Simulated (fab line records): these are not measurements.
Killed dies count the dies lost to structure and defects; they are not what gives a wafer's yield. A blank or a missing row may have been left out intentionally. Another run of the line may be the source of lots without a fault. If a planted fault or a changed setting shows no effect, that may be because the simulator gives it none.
Code-filled problem report in 8D (eight disciplines) form    flow gf180mcu    the parts of the form that need people (team, actions taken, sign-off) are left out

1. PROBLEM STATEMENT
rf_fwd_power_W at GF_PASSIVATION_CVD_02 reads a mean of 521.9 W on 6 wafers of 2 lots; wafers without a fault read 449.2 W with a standard deviation of 1.3. That is +56 standard deviations from the usual mean.
The step: deposits Si3N4, target thk 700 nm, time 486.18 s.
First seen on wafer L868.1, day 32 14:49, on pecvd-04. The record has a number at this step for 18 wafers belonging to 6 lots. By rule, "out" or "out of limits" means more than 4 standard deviations away from the usual mean. The other wafers with a number count as sound.

2. WHAT IT IS AND WHAT IT IS NOT
question                     is                      is not
which readings at this step  rf_fwd_power_W          -
which lots                   L868, L872              L860, L865, L866, L875
which wafers of those lots   all that have a number  -
read on which tools          pecvd-04                pecvd-02
when                         from day 32 14:49       up to then (9 sound wafers); but 3 sound wafers of L875 came after

3. SUSPECTS, AND WHAT RULES EACH OUT
Counting: a tool stays on the suspect list if, at a process step up to the reading, it processed all lots that are out and no sound lot following the first of them.
- rie_metal-04 at GF_TOP_METAL_METAL_ETCH_16 (etches the open film in Cl2/BCl3, stops on SiO2, target depth 1197 nm, time 199.5 s): kept. It ran every lot that is out, first L868 (day 32 13:58), and no sound lot after that.
- pecvd-03 at GF_PASSIVATION_CVD_00 (deposits SiO2 from TEOS, target thk 1000 nm, time 111.95 s): ruled out as a lasting fault. After its first lot that is out, L868 (day 32 14:41), sound lots L875 ran on it.
- pecvd-04 at GF_PASSIVATION_CVD_02 (deposits Si3N4, target thk 700 nm, time 486.18 s): kept. It ran every lot that is out, first L868 (day 32 14:49), and no sound lot after that; its last sound lot up to then is L865 (day 31 17:51). Out on those wafers are its own readings of rf_fwd_power_W.
What counting leaves: rie_metal-04 at GF_TOP_METAL_METAL_ETCH_16 and pecvd-04 at GF_PASSIVATION_CVD_02.

4. THE CAUSE (what the simulator had put in)
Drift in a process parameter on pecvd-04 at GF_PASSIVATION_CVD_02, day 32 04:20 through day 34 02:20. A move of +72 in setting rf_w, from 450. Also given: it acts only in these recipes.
This tool is one of the 2 suspects left after counting.

5. THE EFFECT CHAIN, in route order
Each row: a reading where the mean over the struck wafers with a number is more than 3 standard deviations away from the usual. Scope: only readings with a usual standard deviation given in the record; hours: median across lots of the time from each lot's start at the first step in this table that gives one to its start at this step; sigmas: change in usual standard deviations.
hours  step                   reading         usual    on struck wafers  change  sigmas
0      GF_PASSIVATION_CVD_02  rf_fwd_power_W  449.2 W  521.9             +72.7   +56
Here are the process steps it includes:
- GF_PASSIVATION_CVD_02: deposits Si3N4, target thk 700 nm, time 486.18 s.
At these later measuring or inspecting steps, every struck wafer for which the step has a row has a number for every such reading, and none has moved that far: GF_PASSIVATION_THK_MEAS_03.

6. HOW IT WOULD HAVE BEEN CAUGHT EARLIER
In this record no reading fell out of limits until day 32 14:49, 10 hours after the fault had begun at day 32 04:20.
